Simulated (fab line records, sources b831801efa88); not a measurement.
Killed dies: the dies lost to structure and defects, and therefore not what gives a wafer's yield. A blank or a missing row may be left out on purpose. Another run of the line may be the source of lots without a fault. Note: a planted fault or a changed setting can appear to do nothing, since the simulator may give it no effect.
Chamber matching + flow gf180mcu + GF_V2_ETCH_16 on rie diel-02: 4 sister chambers
The step etches BARC in N2/H2. 4 wafers are shown with their chamber, then 7 later ones without.

WAFERS PAIRED WITH THEIR CHAMBERS
| wafer  | chamber | drypump motor current A (A) |
|--------|---------|-----------------------------|
| L081.4 | 0       | 6.2                         |
| L082.5 | 2       | 6.6                         |
| L082.6 | 1       | 5.9                         |
| L089.5 | 3       | 6.4                         |

WAFERS WITH NO CHAMBER GIVEN
| wafer  | drypump motor current A (A) |
|--------|-----------------------------|
| L089.6 | 6.7                         |
| L091.1 | 5.9                         |
| L091.3 | 6.2                         |
| L091.4 | 6.2                         |
| L096.2 | 6.2                         |
| L096.5 | 6.6                         |
| L096.6 | 5.9                         |

CHAMBER TAKEN BY EACH
| wafer  | from the rows above | in truth |
|--------|---------------------|----------|
| L089.6 | 2                   | 2        |
| L091.1 | 1                   | 1        |
| L091.3 | 0                   | 0        |
| L091.4 | 0                   | 0        |
| L096.2 | 0                   | 0        |
| L096.5 | 2                   | 2        |
| L096.6 | 1                   | 1        |
7 of 7 placed correctly. Can't be placed from these rows: 0. Placed wrongly: 0.
How it was worked out, from the rows above alone: a wafer's distance from a chamber is the root of the sum, over the readings, of the square of ((its reading less the chamber's mean) divided by the reading's scatter). The wafer belongs to the nearest chamber; if the next one is less than 2 further off, it can't be placed. Each chamber's mean is taken over the wafers shown for it. The scatter: with one shown wafer a chamber, the root of the mean of the squares of how far each hidden wafer lies from its nearest shown one.
